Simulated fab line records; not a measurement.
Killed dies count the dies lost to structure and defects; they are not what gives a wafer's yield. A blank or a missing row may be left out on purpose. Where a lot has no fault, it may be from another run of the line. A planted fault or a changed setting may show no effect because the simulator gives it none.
Which tool was responsible? || flow gf180mcu || 14 lots, 42 wafers sampled, at 5 steps of a route of 602

## WHAT EACH GAUGE READ, for each wafer
GF_HV_LDD_TW_MEAS_50. Usual: for HV_LDD_4_TW the level is 566 and the standard deviation is 6.9.
{"lot": "L805", "measured": "day 12 06:24", "on": "film-metro-01", "HV_LDD_4_TW": "574 573 574", "flag": ""}
{"lot": "L806", "measured": "day 12 15:33", "on": "film-metro-04", "HV_LDD_4_TW": "558 559 561", "flag": ""}
{"lot": "L807", "measured": "day 12 22:20", "on": "film-metro-03", "HV_LDD_4_TW": "559 560 559", "flag": ""}
{"lot": "L810", "measured": "day 14 00:02", "on": "film-metro-04", "HV_LDD_4_TW": "570 566 563", "flag": ""}
{"lot": "L811", "measured": "day 14 08:02", "on": "film-metro-01", "HV_LDD_4_TW": "574 575 575", "flag": ""}
{"lot": "L812", "measured": "day 14 17:07", "on": "film-metro-01", "HV_LDD_4_TW": "578 577 576", "flag": ""}
{"lot": "L813", "measured": "day 15 01:34", "on": "film-metro-03", "HV_LDD_4_TW": "559 561 561", "flag": ""}
{"lot": "L814", "measured": "day 15 13:02", "on": "film-metro-03", "HV_LDD_4_TW": "559 560 557", "flag": ""}
{"lot": "L817", "measured": "day 16 11:59", "on": "film-metro-04", "HV_LDD_4_TW": "701 701 700 702 699 701", "flag": "OFF"}
{"lot": "L818", "measured": "day 16 18:08", "on": "film-metro-01", "HV_LDD_4_TW": "575 575 578", "flag": ""}
{"lot": "L823", "measured": "day 18 09:51", "on": "film-metro-04", "HV_LDD_4_TW": "701 704 707 705 713 707", "flag": "OFF"}
{"lot": "L825", "measured": "day 19 04:56", "on": "film-metro-01", "HV_LDD_4_TW": "575 578 578", "flag": ""}
{"lot": "L826", "measured": "day 19 12:29", "on": "film-metro-04", "HV_LDD_4_TW": "570 570 570", "flag": ""}
{"lot": "L828", "measured": "day 20 00:25", "on": "film-metro-03", "HV_LDD_4_TW": "699 700 700 697 702 699", "flag": "OFF"}

GF_NSD_TW_MEAS_12. Usual: for NSD_TW the level is 4246 and the standard deviation is 40.
{"lot": "L805", "measured": "day 13 05:02", "on": "film-metro-02", "NSD_TW": "4240 4214 4212", "flag": ""}
{"lot": "L806", "measured": "day 13 15:05", "on": "film-metro-02", "NSD_TW": "4266 4228 4226", "flag": ""}
{"lot": "L807", "measured": "day 13 23:11", "on": "film-metro-04", "NSD_TW": "4214 4217 4214", "flag": ""}
{"lot": "L810", "measured": "day 15 01:05", "on": "film-metro-04", "NSD_TW": "4225 4213 4225", "flag": ""}
{"lot": "L811", "measured": "day 15 08:44", "on": "film-metro-02", "NSD_TW": "4218 4218 4227", "flag": ""}
{"lot": "L812", "measured": "day 15 17:56", "on": "film-metro-01", "NSD_TW": "4289 4281 4296", "flag": ""}
{"lot": "L813", "measured": "day 16 03:26", "on": "film-metro-02", "NSD_TW": "4195 4213 4216", "flag": ""}
{"lot": "L814", "measured": "day 16 14:44", "on": "film-metro-02", "NSD_TW": "4201 4217 4215", "flag": ""}
{"lot": "L817", "measured": "day 17 13:56", "on": "film-metro-01", "NSD_TW": "4293 4283 4296", "flag": ""}
{"lot": "L818", "measured": "day 17 20:56", "on": "film-metro-02", "NSD_TW": "4209 4226 4205", "flag": ""}
{"lot": "L823", "measured": "day 19 13:56", "on": "film-metro-02", "NSD_TW": "4223 4187 4223", "flag": ""}
{"lot": "L825", "measured": "day 20 08:29", "on": "film-metro-01", "NSD_TW": "4306 4287 4309", "flag": ""}
{"lot": "L826", "measured": "day 20 15:32", "on": "film-metro-04", "NSD_TW": "4255 4269 4228", "flag": ""}
{"lot": "L828", "measured": "day 21 07:59", "on": "film-metro-02", "NSD_TW": "4233 4246 4248", "flag": ""}

GF_SAB_CD_MEAS_09: target cd 420 nm. Usual: cd-nm at 419.2 nm, with a standard deviation of 2.1.
{"lot": "L805", "measured": "day 14 23:41", "on": "cd-sem-01", "cd-nm (nm)": "419.3 418.0 419.1", "flag": ""}
{"lot": "L806", "measured": "day 15 10:11", "on": "cd-sem-01", "cd-nm (nm)": "423.8 424.4 422.5", "flag": ""}
{"lot": "L807", "measured": "day 15 18:16", "on": "cd-sem-01", "cd-nm (nm)": "420.5 417.2 419.0", "flag": ""}
{"lot": "L810", "measured": "day 16 22:25", "on": "cd-sem-01", "cd-nm (nm)": "420.2 421.0 418.4", "flag": ""}
{"lot": "L811", "measured": "day 17 06:16", "on": "cd-sem-01", "cd-nm (nm)": "415.6 414.8 418.8", "flag": ""}
{"lot": "L812", "measured": "day 17 16:35", "on": "cd-sem-01", "cd-nm (nm)": "417.2 419.0 418.7", "flag": ""}
{"lot": "L813", "measured": "day 18 02:17", "on": "cd-sem-01", "cd-nm (nm)": "415.8 416.8 415.9", "flag": ""}
{"lot": "L814", "measured": "day 18 13:46", "on": "cd-sem-01", "cd-nm (nm)": "423.3 422.5 422.1", "flag": ""}
{"lot": "L817", "measured": "day 19 13:40", "on": "cd-sem-01", "cd-nm (nm)": "422.3 421.4 418.2", "flag": ""}
{"lot": "L818", "measured": "day 19 21:07", "on": "cd-sem-02", "cd-nm (nm)": "420.0 417.9 418.4", "flag": ""}
{"lot": "L823", "measured": "day 21 14:08", "on": "cd-sem-02", "cd-nm (nm)": "417.3 415.6 415.0", "flag": ""}
{"lot": "L825", "measured": "day 22 08:14", "on": "cd-sem-02", "cd-nm (nm)": "419.6 418.9 421.1", "flag": ""}
{"lot": "L826", "measured": "day 22 14:05", "on": "cd-sem-02", "cd-nm (nm)": "418.1 417.6 415.8", "flag": ""}
{"lot": "L828", "measured": "day 23 06:47", "on": "cd-sem-02", "cd-nm (nm)": "418.8 421.6 419.9", "flag": ""}

## WHICH TOOL RAN EACH LOT (tool, then ch and the chambers of the sampled wafers, then the start)
{"lot": "L805", "GF_HV_LDD_IMPLANT_48": "implanter-04 ch 0, day 12 06:09", "GF_PSD_RTA_13": "rtp-anneal-02 ch 0, day 14 02:26"}
{"lot": "L806", "GF_HV_LDD_IMPLANT_48": "implanter-04 ch 0, day 12 15:18", "GF_PSD_RTA_13": "rtp-anneal-02 ch 0, day 14 12:13"}
{"lot": "L807", "GF_HV_LDD_IMPLANT_48": "implanter-04 ch 0, day 12 22:05", "GF_PSD_RTA_13": "rtp-anneal-02 ch 0, day 14 20:44"}
{"lot": "L810", "GF_HV_LDD_IMPLANT_48": "implanter-04 ch 0, day 13 23:49", "GF_PSD_RTA_13": "rtp-anneal-01 ch 0, day 15 23:57"}
{"lot": "L811", "GF_HV_LDD_IMPLANT_48": "implanter-01 ch 0, day 14 07:47", "GF_PSD_RTA_13": "rtp-anneal-01 ch 0, day 16 07:47"}
{"lot": "L812", "GF_HV_LDD_IMPLANT_48": "implanter-04 ch 0, day 14 16:52", "GF_PSD_RTA_13": "rtp-anneal-01 ch 0, day 16 17:01"}
{"lot": "L813", "GF_HV_LDD_IMPLANT_48": "implanter-04 ch 0, day 15 01:22", "GF_PSD_RTA_13": "rtp-anneal-01 ch 0, day 17 02:35"}
{"lot": "L814", "GF_HV_LDD_IMPLANT_48": "implanter-01 ch 0, day 15 12:49", "GF_PSD_RTA_13": "rtp-anneal-01 ch 0, day 17 14:20"}
{"lot": "L817", "GF_HV_LDD_IMPLANT_48": "implanter-03 ch 0, day 16 11:17", "GF_PSD_RTA_13": "rtp-anneal-02 ch 0, day 18 13:21"}
{"lot": "L818", "GF_HV_LDD_IMPLANT_48": "implanter-04 ch 0, day 16 17:53", "GF_PSD_RTA_13": "rtp-anneal-02 ch 0, day 18 20:47"}
{"lot": "L823", "GF_HV_LDD_IMPLANT_48": "implanter-01 ch 0, day 18 09:16", "GF_PSD_RTA_13": "rtp-anneal-01 ch 0, day 20 14:15"}
{"lot": "L825", "GF_HV_LDD_IMPLANT_48": "implanter-04 ch 0, day 19 04:43", "GF_PSD_RTA_13": "rtp-anneal-02 ch 0, day 21 08:42"}
{"lot": "L826", "GF_HV_LDD_IMPLANT_48": "implanter-04 ch 0, day 19 12:14", "GF_PSD_RTA_13": "rtp-anneal-02 ch 0, day 21 14:56"}
{"lot": "L828", "GF_HV_LDD_IMPLANT_48": "implanter-03 ch 0, day 19 23:50", "GF_PSD_RTA_13": "rtp-anneal-02 ch 0, day 22 07:59"}
- GF_HV_LDD_IMPLANT_48
- GF_PSD_RTA_13: time 20 s.

## WHAT THE TOOLS THEMSELVES READ (means of the sampled wafers that have a number; where no wafer has one, the mark that the record gives instead)
GF_PSD_RTA_13. Usual: lamp-power-pct 36.3 %, standard deviation 0.66; wafer_temp_C_max 1029.1, standard deviation 1.1.
{"lot": "L805", "tool": "rtp-anneal-02", "lamp-power-pct (%)": 36.8, "wafer_temp_C_max": 1029.3, "flag": ""}
{"lot": "L806", "tool": "rtp-anneal-02", "lamp-power-pct (%)": 36.8, "wafer_temp_C_max": 1028.6, "flag": ""}
{"lot": "L807", "tool": "rtp-anneal-02", "lamp-power-pct (%)": 36.8, "wafer_temp_C_max": 1029.8, "flag": ""}
{"lot": "L810", "tool": "rtp-anneal-01", "lamp-power-pct (%)": 35.4, "wafer_temp_C_max": 1027.9, "flag": ""}
{"lot": "L811", "tool": "rtp-anneal-01", "lamp-power-pct (%)": 35.5, "wafer_temp_C_max": 1028.5, "flag": ""}
{"lot": "L812", "tool": "rtp-anneal-01", "lamp-power-pct (%)": 35.5, "wafer_temp_C_max": 1028.2, "flag": ""}
{"lot": "L813", "tool": "rtp-anneal-01", "lamp-power-pct (%)": 35.5, "wafer_temp_C_max": 1027.5, "flag": ""}
{"lot": "L814", "tool": "rtp-anneal-01", "lamp-power-pct (%)": 35.5, "wafer_temp_C_max": 1028.1, "flag": ""}
{"lot": "L817", "tool": "rtp-anneal-02", "lamp-power-pct (%)": 36.8, "wafer_temp_C_max": 1029.9, "flag": ""}
{"lot": "L818", "tool": "rtp-anneal-02", "lamp-power-pct (%)": 36.8, "wafer_temp_C_max": 1029.1, "flag": ""}
{"lot": "L823", "tool": "rtp-anneal-01", "lamp-power-pct (%)": 35.4, "wafer_temp_C_max": 1028.6, "flag": ""}
{"lot": "L825", "tool": "rtp-anneal-02", "lamp-power-pct (%)": 36.8, "wafer_temp_C_max": 1030.1, "flag": ""}
{"lot": "L826", "tool": "rtp-anneal-02", "lamp-power-pct (%)": 36.9, "wafer_temp_C_max": 1029.4, "flag": ""}
{"lot": "L828", "tool": "rtp-anneal-02", "lamp-power-pct (%)": 36.9, "wafer_temp_C_max": 1029.5, "flag": ""}

## THE ANSWER, worked out from the rows above alone
Rule: a lot is off if the mean of its wafers that have a number lies more than 3 standard deviations from the usual mean. A lot without any number at a reading at which 4 lots or more have one is off too. Where the step has rows for the other lots, those lots are counted as sound. After the gauges, taken in route order, come the tools' own readings; for these a lot's mean is taken, as printed above. The first step at which some lot is off is used, and at that step the reading that is off furthest; a lot without a number counts as furthest.
Off: at GF_HV_LDD_TW_MEAS_50 (HV_LDD_4_TW), L817, L823, L828.
A tool fits if, at a process step before that reading, it ran every lot that is off, and no sound lot after the first of them. Those tools and the gauges at GF_HV_LDD_TW_MEAS_50 are tried in the same way. None of those tried fits.

## WHAT THE SIMULATOR PUT IN
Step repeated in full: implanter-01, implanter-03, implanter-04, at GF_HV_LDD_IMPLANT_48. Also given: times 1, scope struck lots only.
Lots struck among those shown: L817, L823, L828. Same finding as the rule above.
